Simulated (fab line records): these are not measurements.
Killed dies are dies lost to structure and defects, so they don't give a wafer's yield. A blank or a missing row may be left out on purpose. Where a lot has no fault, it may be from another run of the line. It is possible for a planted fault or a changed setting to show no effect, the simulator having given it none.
Which tool is to blame?	flow gf180mcu	36 wafers from 12 lots sampled at 4 of the route's 602 steps

== WHAT THE GAUGES READ, wafer by wafer ==
GF_CONTACT_OVL_MEAS_15.
lot	measured	on	CONTACT_OVL (nm)
L355	day 15 19:29	overlay-02	7 2 6
L356	day 16 01:23	overlay-01	0 1 5
L357	day 16 10:47	overlay-01	2 7 11
L359	day 17 14:10	overlay-02	-6 -4 -6
L358	day 17 19:30	overlay-01	18 7 15
L369	day 21 09:13	overlay-01	-1 -2 -3
L370	day 21 23:31	overlay-02	11 9 6
L371	day 22 07:05	overlay-01	5 3 6
L372	day 22 07:10	overlay-02	3 2 2
L374	day 23 01:50	overlay-02	-5 0 -2
L377	day 23 21:38	overlay-02	8 5 -2
L378	day 24 06:01	overlay-01	-5 -1 0

GF_V2_THK_MEAS_03.
lot	measured	on	V2_CVD_02_THK (nm)
L355	day 18 23:01	film metro-03	838 847 861
L356	day 19 03:54	film metro-04	854 836 862
L357	day 19 13:31	film metro-03	837 863 857
L359	day 20 19:05	film metro-01	625 836 626
L358	day 21 01:54	film metro-01	634 860 865
L369	day 24 10:49	film metro-03	853 836 856
L370	day 24 23:31	film metro-04	855 877 861
L371	day 25 07:35	film metro-01	841 851 854
L372	day 25 08:01	film metro-04	850 840 857
L374	day 25 23:54	film metro-03	865 856 847
L377	day 26 18:46	film metro-04	846 849 845
L378	day 27 01:59	film metro-04	847 842 856

== WHAT TOOL EACH LOT RAN ON (gives the tool, then ch and the chambers of the sampled wafers, and finally the start) ==
lot	GF_V1_ETCH_17	GF_V2_CVD_02
L355	rie diel-01 ch 0,2,3, day 18 22:57 or earlier	pecvd-03 ch 0,1,2, day 18 22:57
L356	rie diel-01 ch 0,1,3, day 19 03:50 or earlier	pecvd-03 ch 0,1,2, day 19 03:50
L357	rie diel-02 ch 0,2, day 19 13:26 or earlier	pecvd-03 ch 0,1,2, day 19 13:26
L359	rie diel-02 ch 0,2,3, day 20 19:01 or earlier	pecvd-03 ch 0,1,2, day 20 19:01
L358	rie diel-03 ch 0,3, day 21 01:50 or earlier	pecvd-03 ch 0,1,2, day 21 01:50
L369	rie diel-01 ch 2,3, day 24 10:45 or earlier	pecvd-03 ch 0,1, day 24 10:45
L370	rie diel-01 ch 0,3, day 24 23:26 or earlier	pecvd-03 ch 0,2, day 24 23:26
L371	rie diel-02 ch 0,1,2, day 25 07:30 or earlier	pecvd-01 ch 1,2, day 25 07:30
L372	rie diel-03 ch 0,2,3, day 25 07:57 or earlier	pecvd-03 ch 0,2, day 25 07:57
L374	rie diel-03 ch 0,1,2, day 25 23:50 or earlier	pecvd-03 ch 0,1,2, day 25 23:50
L377	rie diel-02 ch 0,1,2, day 26 18:41 or earlier	pecvd-03 ch 0,1, day 26 18:41
L378	rie diel-02 ch 0,1,3, day 27 01:55 or earlier	pecvd-02 ch 0,2, day 27 01:55
- GF_V1_ETCH_17: etches SiO2 in C4F8/O2/Ar, stops on TiN, target depth 630 nm.
- GF_V2_CVD_02: deposits SiO2 from TEOS, target thk 850 nm, time 94.851 s.

== WHAT THE TOOLS THEMSELVES READ (means of the sampled wafers that have a number; where no wafer has one, the mark that the record gives instead) ==
GF_V1_ETCH_17.
lot	tool	oes product au (a.u.)	rf fwd power W (W)
L355	rie diel-01	0.860	1489
L356	rie diel-01	0.859	1485
L357	rie diel-02	0.852	1490
L359	rie diel-02	0.855	1492
L358	rie diel-03	0.857	1495
L369	rie diel-01	0.855	1492
L370	rie diel-01	0.855	1489
L371	rie diel-02	0.861	1495
L372	rie diel-03	0.856	1494
L374	rie diel-03	0.853	1490
L377	rie diel-02	0.860	1494
L378	rie diel-02	0.857	1490

GF_V2_CVD_02.
lot	tool	heater power w (W)	rf fwd power W (W)
L355	pecvd-03	667	593.9
L356	pecvd-03	651	596.0
L357	pecvd-03	621	596.3
L359	pecvd-03	590	594.4
L358	pecvd-03	696	594.5
L369	pecvd-03	602	595.1
L370	pecvd-03	604	594.8
L371	pecvd-01	565	595.0
L372	pecvd-03	685	594.3
L374	pecvd-03	643	595.3
L377	pecvd-03	608	594.2
L378	pecvd-02	725	593.2

== THE ANSWER, worked out from the rows above alone ==
Rule: what is usual is taken from the lots themselves. The widest of any qualifying gaps counts: lots, ordered by their means at a reading, are off when they make up no more than a third of the lots, leave a main group of 4 or more, and stand apart from it by 3 or more times the standard deviation of that group's means. Not used: any main group whose means are identical at the precision the tables above print for the reading. A lot without any number at a reading at which 4 lots or more have one is off too. Any other lot the step has rows for is counted as sound. The gauges are gone through in route order, then the tools' own readings, and for those a lot's mean is taken as printed above. At the first step where some lot is off, the reading lying furthest off is the one used; lots without a number count as furthest.
Off: L359, L358, seen at GF_V2_THK_MEAS_03 (V2_CVD_02_THK). The main group has a mean of 851 nm with a standard deviation of 5.
If a tool, at a process step before that reading, ran all the lots that are off and no sound lot after the first of them, it fits. The gauges at GF_V2_THK_MEAS_03 are tried like those tools. GF_V1_ETCH_17 gives no start for some lots, so the hours and the order of its lots are those of GF_V2_CVD_02. Not one of the candidates tried fits.

== WHAT THE SIMULATOR HAD PUT IN ==
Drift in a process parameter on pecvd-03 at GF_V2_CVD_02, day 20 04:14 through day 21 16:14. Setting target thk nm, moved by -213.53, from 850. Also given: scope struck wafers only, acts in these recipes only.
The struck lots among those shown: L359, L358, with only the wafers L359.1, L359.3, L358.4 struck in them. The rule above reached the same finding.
